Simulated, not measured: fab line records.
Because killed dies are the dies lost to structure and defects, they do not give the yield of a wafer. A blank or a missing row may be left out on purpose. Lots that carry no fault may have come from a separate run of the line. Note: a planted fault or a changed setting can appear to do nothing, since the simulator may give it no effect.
Problem report in the 8D (eight disciplines) form, filled by code | flow gf180mcu | the parts of the form that need people (team, actions taken, sign-off) are left out

== 1. WHAT WENT WRONG ==
Mean of spin speed rpm at GF_VT_IMPLANT_COAT_35: 3095.2 rpm across 6 wafers in 2 lots; on wafers with no fault it is 3000.0 rpm (standard deviation 1.6). That is +59 standard deviations from the usual mean.
The step: resist thk 1000 nm.
Seen first at day 10 04:17 on litho track-04, wafer L343.1. Wafers with a number at this step in the record: 39, from 13 lots. The rule behind "out" and "out of limits": a value lying over 4 standard deviations away from the usual mean. Any other wafer with a number is counted as sound.

== 2. WHAT THIS IS AND IS NOT ==
question                    | is                     | is not
which readings at this step | spin speed rpm         | -
which lots                  | L343, L345             | L333, L334, L335, L338, L348, L350, L351, L353, L354, L355, L356
which wafers of those lots  | all that have a number | -
read on which tools         | litho track-04         | litho track-01, litho track-02
when                        | from day 10 04:17      | up to then (12 sound wafers); but 21 sound wafers of L348, L350, L351, L353, L354, L355, L356 came after

== 3. SUSPECTS, AND WHAT RULES EACH OUT ==
Counting: a tool at a process step up to the reading stays a suspect if it ran every lot that is out and no sound lot after the first of them.
- litho track-04 at GF_VT_IMPLANT_COAT_35 (resist thk 1000 nm): ruled out as a lasting fault. After its first lot that is out, L343 (day 10 04:17), sound lots L355 ran on it.
Left after counting: nothing in the record.

== 4. THE CAUSE (what the simulator had put in) ==
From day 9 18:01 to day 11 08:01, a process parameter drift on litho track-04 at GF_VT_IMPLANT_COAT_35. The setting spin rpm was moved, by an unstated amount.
Counting ruled it out, wrongly.

== 5. THE CHAIN OF EFFECTS, in route order ==
Each row: a reading where the mean over the struck wafers with a number is more than 3 standard deviations away from the usual. Readings are gone through only where the record gives a usual standard deviation; hours: the median, over the lots, of the time from a lot's start at the first step in this table giving one to that lot's start at this step; sigmas: the change measured in usual standard deviations.
hours | step                   | reading                  | usual      | on struck wafers | change | sigmas
0     | GF_VT_IMPLANT_COAT_35  | spin speed rpm           | 3000.0 rpm | 3095.2           | +95.2  | +59
10    | GF_VT_IMPLANT_STRIP_42 | strip time to endpoint s | 12.65 s    | 12.49            | -0.16  | -4.0
It contains these process steps:
- GF_VT_IMPLANT_COAT_35: resist thk 1000 nm.
- GF_VT_IMPLANT_STRIP_42: strips in O2/N2.
At these later measuring or inspecting steps, every struck wafer for which the step has a row has a number for every such reading, and none has moved that far: GF_VT_IMPLANT_RS_MEAS_47, GF_POLY_GATE_THK_MEAS_01.

== 6. WHAT WOULD HAVE CAUGHT IT SOONER ==
In this record no reading fell out of limits until day 10 04:17, 10 hours after the fault had begun at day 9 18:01.
